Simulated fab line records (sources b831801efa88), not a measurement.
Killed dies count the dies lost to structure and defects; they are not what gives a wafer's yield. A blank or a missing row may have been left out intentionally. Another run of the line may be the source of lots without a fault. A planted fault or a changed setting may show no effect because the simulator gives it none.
A lot that was struck, set against a sound lot + flow gf180mcu + 16 out of 602 route steps
Sound: wafers L894.2, L894.4, L894.6. Struck: wafer L897.6; the same lot's L897.4 was not struck, so it is left out; see the end for the cause.
Each step with rows lists, per side, the tool, then ch with its chambers, then its first start. Under that, the readings that differ: sound wafers + struck wafers + difference of the means + sigmas: that difference in standard deviations of wafers without a fault.
alike: a reading whose means differ by less than 2 such deviations, as well as words and numbers matching on both sides. not compared: withheld readings; readings where some wafer has no value; bounds like >300 that might hide an equal value; numbers whose values overlap and for which the record gives no deviation.
The two part at a step that has a row with sigmas, a row that says differs or no value, or rows on one side only. When numbers do not overlap yet have no deviation, they are printed without sigmas and do not part them. A reading missing from all wafers of one side parts the sides only when that side holds two or more wafers.

GF_POLY_GATE_THK_MEAS_01:
  sound on film_metro-02 at day 9 15:35; struck on film_metro-04 at day 10 16:53
  alike: POLY_GATE_CVD_00_THK
then, 8 steps without rows for these wafers: GF_POLY_GATE_DEHYDRATE_02 (time 60 s); GF_POLY_GATE_HMDS_03 (prime time 60 s); GF_POLY_GATE_COAT_04; GF_POLY_GATE_COAT_05 (resist thk 700 nm); GF_POLY_GATE_SOFTBAKE_06 (time 60 s); GF_POLY_GATE_EXPOSE_07 (exposes mask Poly2, target cd 280 nm); GF_POLY_GATE_PEB_08 (peb time 90 s); GF_POLY_GATE_DEVELOP_09 (develop time 60 s).
GF_POLY_GATE_CD_MEAS_10: target cd 280 nm.
  sound on cd_sem-02 at day 10 09:11; struck on cd_sem-02 at day 11 11:33
  alike: cd_nm
GF_POLY_GATE_OVL_MEAS_11:
  sound on overlay-02 at day 10 09:17; struck on overlay-01 at day 11 11:37
  alike: POLY_GATE_OVL
GF_POLY_GATE_ETCH_12: etches BARC in N2/H2.
  sound on rie_diel-02 ch 0,1, day 10 09:19; struck on rie_diel-02 ch 2, day 11 11:38
  alike: drypump_motor_current_A, n2_flow_sccm, oes_product_au, throttle_valve_pct
GF_POLY_GATE_ETCH_13: etches poly-Si in HBr/Cl2, stops on SiO2, target depth 198.5 nm, time 69.6 s.
  sound on rie_si-01 ch 1,2, day 10 09:22; struck on rie_si-02 ch 2, day 11 11:41
| reading                               | sound             | struck | difference | sigmas |
|---------------------------------------|-------------------|--------|------------|--------|
| oes_product_au (a.u.)                 | 0.996 0.992 0.989 | 0.657  | -0.335     | -40    |
| model.etch.depth_nm (nm)              | 196.2 197.1 196.1 | 106.9  | -89.6      |        |
| model.POLY_GATE.feature_depth_nm (nm) | 196.2 197.1 196.1 | 106.9  | -89.6      |        |
  alike: drypump_motor_current_A, throttle_valve_pct
  not compared: rf_hours_counter_h
GF_POLY_GATE_STRIP_14: strips in O2/N2.
  sound on plasma_asher-02 ch 0,1, day 10 09:25; struck on plasma_asher-03 ch 1, day 11 11:47
| reading                     | sound             | struck | difference | sigmas |
|-----------------------------|-------------------|--------|------------|--------|
| drypump_motor_current_A (A) | 5.8 5.6 5.8       | 6.6    | +0.9       | +2     |
| oes_product_au (a.u.)       | 0.498 0.507 0.510 | 0.520  | +0.015     | +3     |
  alike: heater_power_w, n2_flow_sccm, o2_flow_sccm
  not compared: rf_hours_counter_h
then, 1 step without rows for these wafers: GF_POLY_GATE_CLEAN_15 (cleans in SC1/SC2, time 150 s).
-- the record jumps here: 20 days lie between the struck wafers' starts before and after (it left off in module POLY_GATE and takes up again in module PASSIVATION, whose first step shown is number 602 of the route) --
GF_PASSIVATION_PROBE_99:
  rows exist in the record for the struck wafers here (prober-01, day 31 10:37), but not for the sound ones

== WHERE THEY PART ==
Last at GF_PASSIVATION_PROBE_99 as far as this record goes, first at GF_POLY_GATE_ETCH_13.

WHY: whatever the simulator had introduced
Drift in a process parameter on rie_si-02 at GF_POLY_GATE_ETCH_13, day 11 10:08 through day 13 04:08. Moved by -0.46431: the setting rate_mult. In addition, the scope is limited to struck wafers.
